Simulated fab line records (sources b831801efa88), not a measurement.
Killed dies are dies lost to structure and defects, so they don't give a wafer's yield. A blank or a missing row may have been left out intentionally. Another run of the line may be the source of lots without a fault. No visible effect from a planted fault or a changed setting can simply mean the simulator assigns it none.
Struck lot and sound lot, side by side	flow gf180mcu	18 out of 602 route steps
Sound: wafers L274.2, L274.3, L274.4. Wafers L285.1, L285.2, L285.3 were the ones struck. The cause comes at the end.
At each step with rows: each side's tool, then ch and its chambers, then its first start. Under that, the readings that differ: sound wafers	struck wafers	difference of the means	sigmas: that difference in standard deviations of wafers without a fault.
alike: a reading whose means differ by less than 2 such deviations, as well as words and numbers matching on both sides. not compared: withheld readings; readings where some wafer has no value; bounds like >300 that might hide an equal value; numbers whose values overlap and for which the record gives no deviation.
The two part at a step that has a row with sigmas, a row that says differs or no value, or rows on one side only. Numbers that have no deviation but don't overlap get no sigmas and don't part them. A reading that every wafer of one side lacks parts them only if that side has two wafers or more.

first, 3 steps without rows for these wafers: GF_HV_LDD_EXPOSE_16 (exposes mask Pplus LV AREA, target cd 400 nm); GF_HV_LDD_PEB_17; GF_HV_LDD_DEVELOP_18 (develop time 60 s).
GF_HV_LDD_CD_MEAS_19: target cd 400 nm.
  sound: cd-sem-02 at day 11 20:59; struck: cd-sem-01 at day 15 15:46
  alike: cd-nm
GF_HV_LDD_OVL_MEAS_20:
  sound: overlay-02 at day 11 21:05; struck: overlay-02 at day 15 15:53
  alike: HV_LDD_01_OVL
then, 1 step without rows for these wafers: GF_HV_LDD_IMPLANT_21.
GF_HV_LDD_STRIP_22: strips in O2/N2.
  sound on plasma-asher-03 ch 0,1, day 11 21:16; struck on plasma-asher-02 ch 0,1, day 15 16:04
reading	sound	struck	difference	sigmas
drypump-motor-current-A (A)	4.6 5.6 4.6	6.2 5.8 6.1	+1.1	+2
  alike: heater-power-w, oes-product-au, strip-time-to-endpoint-s
  not compared: rf-hours-counter-h
GF_HV_LDD_TW_MEAS_23:
  sound: film-metro-02 at day 11 21:23; struck: film-metro-02 at day 15 16:10
  alike: HV_LDD_2_TW
then, 4 steps without rows for these wafers: GF_HV_LDD_DEHYDRATE_24 (time 60 s); GF_HV_LDD_HMDS_25 (prime time 60 s); GF_HV_LDD_COAT_26 (resist thk 1000 nm); GF_HV_LDD_SOFTBAKE_27 (time 60 s).
GF_HV_LDD_EXPOSE_28: exposes mask Nplus HV AREA, target cd 400 nm.
  sound on iline-stepper-02 ch 0, day 12 06:56; struck on iline-stepper-01 ch 0, day 16 02:49
reading	sound	struck	difference	sigmas
exposure-dose-mJ-cm2	140.25 139.95 140.27	134.53 134.28 134.49	-5.72	-41
  alike: mask, reticle-temp-C
then, 2 steps without rows for these wafers: GF_HV_LDD_PEB_29; GF_HV_LDD_DEVELOP_30 (develop time 60 s).
GF_HV_LDD_CD_MEAS_31: target cd 400 nm.
  sound: cd-sem-02 at day 12 15:59; struck: cd-sem-02 at day 16 13:55
reading	sound	struck	difference	sigmas
cd-nm (nm)	403.2 402.3 401.4	384.9 386.0 386.0	-16.7	-8
GF_HV_LDD_OVL_MEAS_32:
  sound: overlay-02 at day 12 16:06; struck: overlay-01 at day 16 14:02
  alike: HV_LDD_02_OVL
GF_PASSIVATION_PROBE_99:
  sound wafers here have rows in the record (prober-02, day 30 04:57); struck ones have none

== WHERE THEY PART ==
Last at GF_PASSIVATION_PROBE_99 as far as this record goes, first at GF_HV_LDD_STRIP_22.

WHY: what the simulator had put in
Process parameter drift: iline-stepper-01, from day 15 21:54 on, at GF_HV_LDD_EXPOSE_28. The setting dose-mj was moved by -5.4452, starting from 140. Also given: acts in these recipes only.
